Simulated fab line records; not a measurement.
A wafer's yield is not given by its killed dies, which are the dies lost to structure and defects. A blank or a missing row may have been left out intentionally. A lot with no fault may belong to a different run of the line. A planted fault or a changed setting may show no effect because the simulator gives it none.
Struck lot and sound lot, side by side	flow sky130	16 steps out of a route of 708
Sound: wafers L713.2, L713.3, L713.5. The struck wafers were L731.2, L731.3, L731.6. Last of all comes the cause.
Per side, at each step with rows, come the tool, then ch with its chambers, and then its first start. Under that, the readings that differ: sound wafers	struck wafers	difference of the means	sigmas: that difference in standard deviations of wafers without a fault.
alike: readings with means less than 2 such deviations apart, plus words and numbers identical on both sides. not compared: withheld readings, readings lacking a value on some wafer, bounds such as >300 that could conceal the same value, and numbers that have no deviation in the record and whose values overlap.
The two part at a step that has a row with sigmas, a row that says differs or no value, or rows on one side only. Numbers that don't overlap but have no deviation are shown without sigmas and don't part them. A reading that every wafer of one side lacks parts them only if that side has two wafers or more.

first, 3 steps without rows for these wafers: SKY_FIELD_ISO_EXPOSE_10 (exposes mask FOM, target cd 150 nm); SKY_FIELD_ISO_PEB_11; SKY_FIELD_ISO_DEVELOP_12 (develop time 60 s).
SKY_FIELD_ISO_CD_MEAS_13 targets a cd of 150 nm.
  sound: cdSem-01 at day 2 14:20; struck: cdSem-02 at day 6 11:14
  alike: cdNm
SKY_FIELD_ISO_ETCH_14: etches BARC in N2/H2, stops on SiO2, time 45.9 s, target depth 60 nm.
  sound on rieDiel-03 ch 0,2,3, day 2 14:26; struck on rieDiel-03 ch 0,2,3, day 6 11:20
  alike: drypumpMotorCurrentA, oesProductAu, throttleValvePct
  not compared: rfHoursCounterH
SKY_FIELD_ISO_ETCH_15: etches the open film in CHF3/O2, stops on Si, target depth 180 nm, time 72 s.
  sound on rieDiel-03 ch 0,2,3, day 2 14:29; struck on rieDiel-03 ch 0,2,3, day 6 11:23
  alike: drypumpMotorCurrentA, oesProductAu, throttleValvePct
  not compared: rfHoursCounterH
SKY_FIELD_ISO_STRIP_16: strips in O2/N2.
  sound on plasmaAsher-01 ch 0,1, day 2 14:32; struck on plasmaAsher-04 ch 1, day 6 11:26
  alike: drypumpMotorCurrentA, oesProductAu, stripTimeToEndpointS
  not compared: rfHoursCounterH
SKY_FIELD_ISO_ETCH_17: etches Si in HBr/Cl2/O2, target depth 342 nm, time 97.7 s.
  sound on rieSi-01 ch 0,2,3, day 2 14:38; struck on rieSi-02 ch 1,2, day 6 11:32
  alike: drypumpMotorCurrentA, oesProductAu, throttleValvePct
  not compared: rfHoursCounterH
then, 4 steps without rows for these wafers: SKY_FIELD_ISO_WET_ETCH_18 (etches Si3N4 in H3PO4, target depth 25 nm, time 286 s); SKY_FIELD_ISO_CLEAN_19 (cleans in SC1/SC2, time 150 s); SKY_FIELD_ISO_CLEAN_20 (cleans in dHF, time 20 s); SKY_FIELD_ISO_WET_ETCH_21 (etches SiO2 in dHF, target depth 20 nm, time 400 s).
SKY_FIELD_ISO_OXIDATION_22: stabilise 600 s, purge 300 s, target thk 10 nm.
  sound on furnace-01 ch 0, day 2 15:14; struck on furnace-01 ch 0, day 6 12:40
reading	sound	struck	difference	sigmas
model.SiO2_of_FIELD_ISO_OXIDATION_22.thkNm (nm)	10.21 10.32 10.48	4.306 4.213 4.322	-6.056	
  alike: zonePowerBottomPct, zonePowerCentrePct, zonePowerUpperPct
SKY_FIELD_ISO_THK_MEAS_23:
  sound: filmMetro-01 at day 2 16:25; struck: filmMetro-04 at day 6 13:50
reading	sound	struck	difference	sigmas
FIELD_ISO_OXIDATION_01_THK (nm)	10.24 10.28 10.48	4.34 4.18 4.37	-6.04	-30
then, 1 step without rows for these wafers: SKY_FIELD_ISO_CVD_24 (deposits SiO2, target thk 595 nm, time 99.2 s).
-- here the record skips 44 days between the struck wafers' starts before and after, leaving off in module FIELD_ISO and picking up in module PAD_OPEN (first step shown: number 708 of the route) --
SKY_PAD_OPEN_PROBE_99:
  sound: prober-01 at day 46 17:36; struck: prober-01 at day 50 14:21
reading	sound	struck	difference	sigmas
model.etest.diodePdiffFingers.leakLog10ACm2	-6.38 -6.432 -6.817	-6.295 -6.173 -6.121	+0.347	
model.etest.sramNfetPass.offLog10AUm	-12.72 -12.68 -12.64	-12.29 -12.35 -12.39	+0.34	
  alike: killed_at_M0_to_M3, killed_at_M4_up, killedAtContacts, killedAtFrontEnd, killedAtOther, killedDies, killedOpen, killedShort
  not compared: model.etest.diodeNdiffFingers.leakLog10ACm2

== WHERE THEY PART ==
At SKY_FIELD_ISO_THK_MEAS_23 and nowhere else, as far as this record goes. Later steps at which nothing parts them and some readings are alike: SKY_PAD_OPEN_PROBE_99.

WHY: what had been put in by the simulator
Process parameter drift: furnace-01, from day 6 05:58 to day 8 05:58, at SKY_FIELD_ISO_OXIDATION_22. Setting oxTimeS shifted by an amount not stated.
